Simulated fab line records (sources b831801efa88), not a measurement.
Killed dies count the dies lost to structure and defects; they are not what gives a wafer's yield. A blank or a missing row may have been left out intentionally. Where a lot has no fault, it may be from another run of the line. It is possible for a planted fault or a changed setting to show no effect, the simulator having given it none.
Matching of chambers    flow gf180mcu    GF_STI_ETCH_14 on rie si-02: 4 sister chambers
The step etches Si in HBr/Cl2/O2, target depth 360 nm, time 102.9 s. 14 wafers are shown with their chamber, then 7 later ones without.

== WAFERS PAIRED WITH THEIR CHAMBERS ==
wafer   chamber  drypump motor current A (A)  oes product au (a.u.)  throttle valve pct (%)
L312.1  1        6.3                          0.980                  25.664
L312.4  2        6.0                          1.009                  25.662
L312.6  2        5.9                          1.008                  25.652
L313.2  1        6.3                          0.989                  25.658
L313.4  3        5.8                          1.004                  25.651
L313.6  1        6.3                          0.990                  25.659
L314.1  0        5.7                          1.020                  25.656
L314.5  1        6.3                          1.001                  25.644
L314.6  0        5.7                          1.014                  25.642
L326.2  3        5.8                          1.014                  25.644
L326.3  1        6.3                          0.997                  25.645
L326.6  0        5.7                          1.009                  25.654
L330.2  2        5.9                          1.008                  25.656
L330.3  3        5.8                          1.017                  25.661

SIGNATURES (averages over the wafers above)
reading                  chamber 0  chamber 1  chamber 2  chamber 3  scatter within a chamber
drypump motor current A  5.700      6.300      5.933      5.800      0.0258
oes product au           1.01433    0.99140    1.00833    1.01167    0.00644
throttle valve pct       25.65067   25.65400   25.65667   25.65200   0.00796
Rule: for a wafer and a chamber, the distance is found by dividing, reading by reading, the gap between the wafer's reading and the chamber's mean by the reading's scatter, squaring, summing and taking the root. If the next closest chamber is less than 2 further off than the closest, the wafer can't be placed; otherwise it belongs to the closest. How the scatter is found: for the shown wafers, subtract from each reading the mean of its chamber, square and add these, divide the total by (wafers less chambers), then take the root.

== WAFERS MISSING THEIR CHAMBER ==
wafer   drypump motor current A (A)  oes product au (a.u.)  throttle valve pct (%)
L330.4  6.3                          0.988                  25.655
L332.2  5.8                          1.015                  25.647
L332.3  6.0                          1.016                  25.657
L332.6  6.3                          0.996                  25.640
L334.2  5.9                          1.006                  25.639
L334.3  6.3                          0.997                  25.667
L334.6  5.8                          1.022                  25.651

== WHICH CHAMBER EACH ONE RAN IN ==
wafer   from the rows above      in truth
L330.4  1                        1
L332.2  3                        3
L332.3  2                        2
L332.6  1                        1
L334.2  can't be placed: 2 or 3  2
L334.3  1                        1
L334.6  3                        3
Placed correctly: 6 of 7. From these rows, 1 cannot be placed; in 1 the true chamber is one of the candidates. 0 placed wrongly.
